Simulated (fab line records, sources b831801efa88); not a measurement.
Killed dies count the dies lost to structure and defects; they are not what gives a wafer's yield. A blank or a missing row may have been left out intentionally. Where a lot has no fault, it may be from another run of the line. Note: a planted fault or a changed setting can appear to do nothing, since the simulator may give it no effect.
Comparing a struck lot with a sound one || flow sky130 || 18 steps out of a route of 708
Sound: these wafers, L710.1, L710.3, L710.6. Struck: wafers L716.3, L716.6. (L716.5 of the same lot was not struck and is left out.) The cause comes at the end.
At each step with rows: each side's tool, then ch and its chambers, then its first start. Under that, the readings that differ: sound wafers || struck wafers || difference of the means || sigmas: that difference in standard deviations of wafers without a fault.
alike: readings with means less than 2 such deviations apart, plus words and numbers identical on both sides. not compared: withheld readings, readings lacking a value on some wafer, bounds such as >300 that could conceal the same value, and numbers that have no deviation in the record and whose values overlap.
A row with sigmas, a row that says differs or no value, or rows on one side alone: a step with any of these is where the two part. When numbers do not overlap yet have no deviation, they are printed without sigmas and do not part them. A reading missing from all wafers of one side parts the sides only when that side holds two or more wafers.

first, 3 steps without rows for these wafers: SKY_LI_CONTACT_EXPOSE_09 (exposes mask LICM1, target cd 170 nm); SKY_LI_CONTACT_PEB_10; SKY_LI_CONTACT_DEVELOP_11 (develop time 60 s).
SKY_LI_CONTACT_CD_MEAS_12 targets a cd of 170 nm.
  sound on cd sem-02, day 32 22:28; struck on cd sem-01, day 34 17:41
  alike: cd nm
SKY_LI_CONTACT_OVL_MEAS_13:
  sound on overlay-01, day 32 22:35; struck on overlay-01, day 34 17:46
  alike: LI_CONTACT_OVL
then, 1 step without rows for these wafers: SKY_LI_CONTACT_ETCH_14 (etches BARC in N2/H2, stops on SiO2, time 45.9 s, target depth 60 nm).
SKY_LI_CONTACT_ETCH_15: etches PSG in C4F8/O2/Ar, stops on Si, target depth 600 nm.
  sound on rie diel-02 ch 0,2,3, day 32 22:39; struck on rie diel-04 ch 0,2, day 34 17:54
  alike: oes product au
SKY_LI_CONTACT_STRIP_16: strips in O2/N2.
  sound on plasma asher-03 ch 0,1, day 32 22:44; struck on plasma asher-02 ch 0,1, day 34 18:01
  alike: drypump motor current A, o2 flow sccm, oes product au, strip time to endpoint s
  not compared: rf hours counter h
then, 2 steps without rows for these wafers: SKY_LI_CONTACT_CLEAN_17 (cleans in NMP, time 600 s); SKY_LI_CONTACT_PRE_CLEAN_18 (time 5.6 s).
SKY_LI_CONTACT_SPUTTER_19: material Ti, target thk 20 nm, time 106.37 s.
  sound on pvd sputter-01, day 32 23:04; struck on pvd sputter-04, day 34 18:18
  alike: throttle valve pct
SKY_LI_CONTACT_SPUTTER_20: material TiN, target thk 20 nm, time 80 s.
  sound on pvd sputter-01, day 32 23:08; struck on pvd sputter-04, day 34 18:23
  alike: throttle valve pct
SKY_LI_CONTACT_CVD_21: deposits W, target thk 400 nm, time 120.56 s.
  sound on cvd w-01 ch 0,1, day 32 23:12; struck on cvd w-02 ch 1, day 34 18:29
{"reading": "heater power w (W)", "sound": "772 769 792", "struck": "870 878", "difference": "+96", "sigmas": "+2"}
{"reading": "model.W_of_LI_CONTACT_CVD_21.thk nm (nm)", "sound": "401.1 401.6 405.8", "struck": "592.8 597.6", "difference": "+192.4", "sigmas": ""}
SKY_LI_CONTACT_RS_MEAS_22: the measuring method here is four-point-probe.
  sound on film metro-01, day 32 23:20; struck on film metro-01, day 34 18:36
{"reading": "LI_CONTACT_W_RS (ohm/sq)", "sound": "0.284 0.283 0.280", "struck": "0.192 0.190", "difference": -0.091, "sigmas": -23}
SKY_LI_CONTACT_THK_MEAS_23: measures by xrf.
  sound on film metro-01, day 32 23:27; struck on film metro-01, day 34 18:42
{"reading": "LI_CONTACT_W_THK (nm)", "sound": "394 397 399", "struck": "- -", "difference": "no value on the struck wafers", "sigmas": ""}
SKY_LI_CONTACT_CMP_24: polishes, stops on PSG, t overpolish 20 s, target thk 0 nm.
  sound on cmp-01 ch 1,2,3, day 32 23:31; struck on cmp-02 ch 1,2, day 34 18:47
{"reading": "time to endpoint s (s)", "sound": "96 95 96", "struck": "139 143", "difference": "+45", "sigmas": "+12"}
  alike: motor current A
SKY_LOCAL_INTERCONNECT_SPUTTER_00: material TiN, target thk 100 nm, time 83.3 s.
  sound on pvd sputter-01, day 32 23:49; struck on pvd sputter-01, day 34 19:02
  alike: throttle valve pct
-- here the record skips 15 days between the struck wafers' starts before and after, leaving off in module LOCAL_INTERCONNECT and picking up in module PAD_OPEN (first step shown: number 708 of the route) --
SKY_PAD_OPEN_PROBE_99:
  rows exist in the record for the struck wafers here (prober-02, day 49 18:45), but not for the sound ones

== WHERE THEY PART ==
Last at SKY_PAD_OPEN_PROBE_99 as far as this record goes, first at SKY_LI_CONTACT_CVD_21.

WHY: what the simulator had put in
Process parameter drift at SKY_LI_CONTACT_CVD_21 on cvd w-02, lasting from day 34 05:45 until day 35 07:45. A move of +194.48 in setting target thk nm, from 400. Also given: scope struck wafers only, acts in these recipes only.
